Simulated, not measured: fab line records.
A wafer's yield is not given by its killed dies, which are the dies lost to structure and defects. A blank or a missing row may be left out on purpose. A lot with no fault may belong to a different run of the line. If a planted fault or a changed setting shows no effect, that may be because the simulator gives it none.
A lot that was struck, set against a sound lot -- flow gf180mcu -- 23 steps out of a route of 602
Sound: these wafers, L500.2, L500.4, L500.6. Struck: wafer L516.5 (L516.1, L516.2, from the same lot, were not struck and are left out); the cause is given at the end.
Per side, at each step with rows, come the tool, then ch with its chambers, and then its first start. Under that, the readings that differ: sound wafers -- struck wafers -- difference of the means -- sigmas: that difference in standard deviations of wafers without a fault.
alike: a reading whose means differ by less than 2 such deviations, as well as words and numbers matching on both sides. not compared: withheld readings; readings where some wafer has no value; bounds like >300 that might hide an equal value; numbers whose values overlap and for which the record gives no deviation.
A row with sigmas, a row that says differs or no value, or rows on one side alone: a step with any of these is where the two part. Non-overlapping numbers with no deviation appear without sigmas and do not part them. A reading that every wafer of one side lacks parts them only if that side has two wafers or more.

first, 5 steps without rows for these wafers: GF_MVSD_COAT_02 (resist thk 3000 nm); GF_MVSD_SOFTBAKE_03; GF_MVSD_EXPOSE_04 (exposes mask MVSD, target cd 1000 nm); GF_MVSD_PEB_05; GF_MVSD_DEVELOP_06 (develop time 60 s).
GF_MVSD_OVL_MEAS_07:
  struck on overlay-01, day 9 01:01; sound on overlay-02, day 5 03:58
  alike: MVSD_OVL
then, 2 steps without rows for these wafers: GF_MVSD_IMPLANT_08; GF_MVSD_IMPLANT_09.
GF_MVSD_STRIP_10: strips in O2/N2.
  sound on plasma-asher-02 ch 0,1, day 5 04:17; struck on plasma-asher-02 ch 1, day 9 01:21
  alike: drypump-motor-current-A, heater-power-w, oes-product-au, strip-time-to-endpoint-s
  not compared: rf-hours-counter-h
GF_MVSD_TW_MEAS_11:
  struck on film-metro-03, day 9 01:27; sound on film-metro-04, day 5 04:24
  alike: MVSD_TW
then, 2 steps without rows for these wafers: GF_MVPSD_DEHYDRATE_00 (time 60 s); GF_MVPSD_HMDS_01 (prime time 60 s).
GF_MVPSD_COAT_02: resist thk 3000 nm.
  sound on litho-track-02 ch 0, day 5 10:45; struck on litho-track-04 ch 0, day 9 09:40
reading,sound,struck,difference,sigmas
model.coat_of_MVPSD_COAT_02.thk-nm (nm),3014 3011 3012,1709,-1303,
then, 3 steps without rows for these wafers: GF_MVPSD_SOFTBAKE_03; GF_MVPSD_EXPOSE_04 (exposes mask MVPSD, target cd 1000 nm); GF_MVPSD_PEB_05.
GF_MVPSD_DEVELOP_06: develop time 60 s.
  sound: litho-track-03 ch 0; struck: litho-track-04 ch 0
reading,sound,struck,difference,sigmas
model.coat_of_MVPSD_COAT_02.thk-nm (nm),3013 3010 3011,1707,-1304,
GF_MVPSD_OVL_MEAS_07:
  struck on overlay-02, day 9 18:28; sound on overlay-01, day 5 18:04
reading,sound,struck,difference,sigmas
MVPSD_OVL (nm),-1.3 -0.8 -1.8,2.6,+3.9,+3
then, 2 steps without rows for these wafers: GF_MVPSD_IMPLANT_08; GF_MVPSD_IMPLANT_09.
GF_MVPSD_STRIP_10: strips in O2/N2.
  sound on plasma-asher-04 ch 0,1, day 5 18:24; struck on plasma-asher-03 ch 1, day 9 18:48
reading,sound,struck,difference,sigmas
strip-time-to-endpoint-s (s),37.12 37.07 37.08,21.96,-15.13,-99 or more
  alike: drypump-motor-current-A, heater-power-w, oes-product-au
  not compared: rf-hours-counter-h
GF_MVPSD_TW_MEAS_11:
  struck on film-metro-03, day 9 18:54; sound on film-metro-04, day 5 18:31
  alike: MVPSD_TW
-- the record jumps here: 24 days lie between the struck wafers' starts before and after (it left off in module MVPSD and takes up again in module PASSIVATION, whose first step shown is number 602 of the route) --
GF_PASSIVATION_PROBE_99:
  struck on prober-02, day 33 23:16; sound on prober-01, day 29 22:01
reading,sound,struck,difference,sigmas
model.etest.ldpmos_10p0.r-on-ohm-um,1.116e+04 1.113e+04 1.116e+04,1.091e+04,-2.400e+02,
model.etest.ldpmos_10p0.drive-ua-um,256.2 257.1 255.6,268,+12,

## WHERE THEY PART
Last at GF_MVPSD_STRIP_10 as far as this record goes, first at GF_MVPSD_OVL_MEAS_07. Later steps at which nothing parts them and some readings are alike: GF_MVPSD_TW_MEAS_11.

WHY: the cause the simulator had injected
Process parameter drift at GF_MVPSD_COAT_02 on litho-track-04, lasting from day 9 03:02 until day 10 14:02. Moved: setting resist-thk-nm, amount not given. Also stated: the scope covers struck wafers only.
